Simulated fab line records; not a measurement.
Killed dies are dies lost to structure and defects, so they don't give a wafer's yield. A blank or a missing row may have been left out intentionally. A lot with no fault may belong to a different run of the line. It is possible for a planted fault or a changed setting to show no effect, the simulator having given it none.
Problem report in the 8D (eight disciplines) form, filled by code	flow gf180mcu	the parts of the form that need people (team, actions taken, sign-off) are left out

## 1. WHAT WENT WRONG
Mean PASSIVATION_CVD_02_THK at GF_PASSIVATION_THK_MEAS_03: 494 nm over 3 wafers in 2 lots; fault-free wafers: 703 nm, standard deviation 10. Measured from the usual mean, that is -21 standard deviations.
The first sign was on wafer L547.4 at day 32 21:17, on filmMetro-04. Wafers with a number at this step in the record: 33, from 11 lots. By rule, "out" or "out of limits" means more than 4 standard deviations away from the usual mean. The rest of the wafers with a number are treated as sound.

## 2. WHAT IT IS AND WHAT IT IS NOT
question	is	is not
which readings at this step	PASSIVATION_CVD_02_THK	-
which lots	L547, L548	L530, L531, L532, L534, L535, L536, L538, L550, L552
which wafers of those lots	L547.4, L547.6, L548.6	L547.3, L548.2, L548.3
read on which gauges	filmMetro-04	filmMetro-02, filmMetro-03
when	from day 32 21:17	up to then (22 sound wafers); but 8 sound wafers of L548, L550, L552 came after

## 3. SUSPECTS, AND WHAT RULES EACH OUT
Counting: any tool at a process step up to the reading remains a suspect provided it ran every lot that is out. Sound lots after the first of them don't rule it out here, since some wafers of a struck lot are sound.
- the gauge at GF_PASSIVATION_THK_MEAS_03 has been ruled out. All the wafers that are out were read on filmMetro-04, but those of them that GF_PASSIVATION_ETCH_11 has rows for are out there too, on other tools.
- pecvd-01 at GF_PASSIVATION_CVD_02 (deposits Si3N4, target thk 700 nm, time 486.18 s): kept. Every lot that is out went through it, the first being L547 (day 32 20:59); the last sound lot it ran before that was L538 (day 30 18:25).
After counting, what remains is pecvd-01 at GF_PASSIVATION_CVD_02.

## 4. THE CAUSE (what the simulator had put in)
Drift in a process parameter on pecvd-01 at GF_PASSIVATION_CVD_02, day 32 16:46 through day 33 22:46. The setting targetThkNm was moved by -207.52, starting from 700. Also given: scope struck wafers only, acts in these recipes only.
Counting left only this tool.

## 5. SEQUENCE OF EFFECTS, ordered by route
Each row: a reading whose mean over the struck wafers that have a number lies more than 3 standard deviations from the usual. Only readings whose record carries a usual standard deviation are examined. hours: median over the lots of the time between each lot's start at the first step of this table that gives one and its start at this step. sigmas: the change, counted in usual standard deviations.
hours	step	reading	usual	on struck wafers	change	sigmas
0	GF_PASSIVATION_THK_MEAS_03	PASSIVATION_CVD_02_THK	703 nm	494	-209	-21
15	GF_PASSIVATION_ETCH_11	oesProductAu	0.964 a.u.	0.897	-0.067	-8.7
Its process steps:
- GF_PASSIVATION_ETCH_11: etches the open film in CF4/O2, stops on TiN, target depth 1800 nm, time 400 s.

## 6. HOW IT WOULD HAVE BEEN CAUGHT EARLIER
The first out-of-limits reading at a measuring or inspecting step in this record came at day 32 21:17, 5 hours after the fault's start at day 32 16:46.
Tool readings at GF_PASSIVATION_CVD_02 with a usual standard deviation given in the record: none out on any struck wafer, hence no alarm at a limit of 4 standard deviations on them.
Lots out: 2; of these, L548 started GF_PASSIVATION_CVD_02 on pecvd-01 after day 32 21:17. Had the tool been put on hold then, it would have been spared.
